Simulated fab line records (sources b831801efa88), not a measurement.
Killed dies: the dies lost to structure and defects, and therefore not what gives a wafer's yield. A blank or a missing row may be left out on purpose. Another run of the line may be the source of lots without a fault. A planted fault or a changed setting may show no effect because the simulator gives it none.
A struck lot beside a sound one :: flow sky130 :: 16 out of 708 route steps
Sound: wafers L530.2, L530.4, L530.6. Wafers struck: L524.3, L524.4, L524.6. At the end, the cause is stated.
Per side, at each step with rows, come the tool, then ch with its chambers, and then its first start. Under that, the readings that differ: sound wafers :: struck wafers :: difference of the means :: sigmas: that difference in standard deviations of wafers without a fault.
alike: readings with means less than 2 such deviations apart, plus words and numbers identical on both sides. not compared: withheld readings, readings lacking a value on some wafer, bounds such as >300 that could conceal the same value, and numbers that have no deviation in the record and whose values overlap.
A row with sigmas, a row that says differs or no value, or rows on one side alone: a step with any of these is where the two part. When numbers do not overlap yet have no deviation, they are printed without sigmas and do not part them. A reading missing from all wafers of one side parts the sides only when that side holds two or more wafers.

SKY_FIELD_ISO_THK_MEAS_02:
  struck on filmMetro-01, day 4 19:39; sound on filmMetro-01, day 6 01:38
  alike: FIELD_ISO_OXIDATION_00_THK
then, 1 step without rows for these wafers: SKY_FIELD_ISO_CVD_03 (deposits Si3N4 from DCS/NH3, target thk 165 nm, time 2830 s).
SKY_FIELD_ISO_THK_MEAS_04:
  struck on filmMetro-01, day 5 01:44; sound on filmMetro-02, day 6 03:37
  alike: FIELD_ISO_CVD_03_THK
then, 8 steps without rows for these wafers: SKY_FIELD_ISO_DEHYDRATE_05 (time 60 s); SKY_FIELD_ISO_HMDS_06 (prime time 60 s); SKY_FIELD_ISO_COAT_07 (resist thk 60 nm); SKY_FIELD_ISO_COAT_08 (resist thk 450 nm); SKY_FIELD_ISO_SOFTBAKE_09 (time 90 s); SKY_FIELD_ISO_EXPOSE_10 (exposes mask FOM, target cd 150 nm); SKY_FIELD_ISO_PEB_11; SKY_FIELD_ISO_DEVELOP_12 (develop time 60 s).
SKY_FIELD_ISO_CD_MEAS_13: the cd target is 150 nm.
  struck on cdSem-01, day 5 20:10; sound on cdSem-01, day 6 23:36
  alike: cdNm
SKY_FIELD_ISO_ETCH_14: etches BARC in N2/H2, stops on SiO2, time 45.9 s, target depth 60 nm.
  sound on rieDiel-01 ch 0,3, day 6 23:42; struck on rieDiel-03 ch 0,3, day 5 20:15
  no value came back on the struck wafers for any of 5 readings (biasW (W), chamberPressureMTorr (mTorr) and others); on the sound wafers biasW (W) reads 99.0 99.9 99.9
reading: model.KrF-thick_of_FIELD_ISO_COAT_08.thkNm (nm)
sound: 395.6 395.1 395.6
struck: 437.2 436.5 437
difference: +41.5
sigmas: 
  not compared: rfHoursCounterH
SKY_FIELD_ISO_ETCH_15: etches the open film in CHF3/O2, stops on Si, target depth 180 nm, time 72 s.
  sound on rieDiel-01 ch 0,3, day 6 23:44; struck on rieDiel-03 ch 0,3, day 5 20:17
reading: oesProductAu (a.u.)
sound: 0.943 0.941 0.942
struck: 0.380 0.374 0.367
difference: -0.568
sigmas: -84

reading: throttleValvePct (%)
sound: 8.846 8.855 8.837
struck: 8.680 8.666 8.682
difference: -0.170
sigmas: -19

reading: model.KrF-thick_of_FIELD_ISO_COAT_08.thkNm (nm)
sound: 241 243.5 241.7
struck: 279 286.3 279.3
difference: +39
sigmas: 
  alike: O2_flow_sccm, biasW, drypumpMotorCurrentA
  not compared: rfHoursCounterH
SKY_FIELD_ISO_STRIP_16: strips in O2/N2.
  sound on plasmaAsher-02 ch 0,1, day 6 23:48; struck on plasmaAsher-01 ch 0,1, day 5 20:23
reading: oesProductAu (a.u.)
sound: 0.382 0.386 0.374
struck: 0.396 0.396 0.396
difference: +0.015
sigmas: +4

reading: stripTimeToEndpointS (s)
sound: 3.62 3.63 3.61
struck: 4.02 4.07 4.02
difference: +0.42
sigmas: +9
  alike: drypumpMotorCurrentA
  not compared: rfHoursCounterH
SKY_FIELD_ISO_ETCH_17: etches Si in HBr/Cl2/O2, target depth 342 nm, time 97.7 s.
  sound on rieSi-02 ch 1,2, day 6 23:54; struck on rieSi-01 ch 0,1,2, day 5 20:27
  alike: HBr_flow_sccm, O2_flow_sccm, drypumpMotorCurrentA, oesProductAu, throttleValvePct
  not compared: rfHoursCounterH

WHERE THEY PART
At SKY_FIELD_ISO_ETCH_14 first; at SKY_FIELD_ISO_STRIP_16 last (within this record only). Later steps at which nothing parts them and some readings are alike: SKY_FIELD_ISO_ETCH_17.

WHY: what the simulator had put in
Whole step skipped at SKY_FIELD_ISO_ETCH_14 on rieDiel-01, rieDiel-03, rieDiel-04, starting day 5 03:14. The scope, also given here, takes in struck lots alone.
